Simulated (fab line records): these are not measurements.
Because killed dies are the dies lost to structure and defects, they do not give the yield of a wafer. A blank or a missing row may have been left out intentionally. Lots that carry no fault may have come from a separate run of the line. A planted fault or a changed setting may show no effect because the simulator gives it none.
2 desks looking at one fault ; flow sky130 ; numbers are kept per desk, each desk with only its own; the story behind them comes last

== METROLOGY DESK ==
What the gauges read for every lot (on any tool): the sampled wafers with a number, averaged. If a lot's mean is further than 4 standard deviations from the usual mean, the lot is out of limits and carries the mark OUT (the distance appears in the brackets).
Columns: A = VIA1_BOW at SKY_VIA1_BOW_MEAS_03, usual 79 um; B = cd_nm at SKY_VIA1_CD_MEAS_12, usual 150.2 nm; C = VIA1_OVL at SKY_VIA1_OVL_MEAS_13, usual 3 nm
lot;first seen here;A;B;C
L790;day 34 04:35;78;150.2;9
L792;day 34 12:55;83;150.6;2
L804;day 38 05:31;77;152.2;6
L805;day 38 20:28;80;153.0;5
L809;day 39 21:16;75;149.2;4
L810;day 40 00:58;87;150.7;5
This desk found nothing out of limits on any of the 6 lots.

== DESK OF THE TOOL OWNER: rie_diel-03 ==
The tool's own readings at SKY_VIA1_ETCH_15 (etches SiO2 in C4F8/O2/Ar, stops on TiN, target depth 351 nm, time 54 s): means of the sampled wafers that have a number, for each lot that ran on this tool. If a lot's mean is further than 4 standard deviations from the usual mean, the lot is out of limits and carries the mark OUT (the distance appears in the brackets).
Columns: A = bias_w at SKY_VIA1_ETCH_15, usual 1200 W; B = chamber_pressure_mTorr at SKY_VIA1_ETCH_15, usual 40.00 mTorr; C = oes_product_au at SKY_VIA1_ETCH_15, usual 0.980 a.u.
lot;first seen here;A;B;C
L790;day 35 07:26;1203;39.98;0.982
L804;day 39 07:22;1143 (-16) OUT;40.00;0.974
L805;day 39 21:49;1148 (-15) OUT;40.00;0.978
Finding of this desk: L804, L805 out of limits; the first was L804 at day 39 07:22, on bias_w at SKY_VIA1_ETCH_15. L790: within limits.

== ALL TOGETHER ==
The tool owner's desk could have raised an alarm at day 39 07:22, on L804, L805.
Metrology desk: nothing out of limits seen.
The metrology desk holds a record of L804, L805, inside its limits.
On rie_diel-03, each named lot ran SKY_VIA1_ETCH_15.

== WHAT HAD BEEN PUT IN BY THE SIMULATOR ==
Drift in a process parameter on rie_diel-03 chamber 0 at SKY_VIA1_ETCH_15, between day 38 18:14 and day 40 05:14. A move of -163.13 in setting bias_w, from 1200. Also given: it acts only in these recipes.
Lots struck among those shown: L804, L805.
Hours from the fault's start to each desk's first reading out of limits: the tool owner's desk, 13.
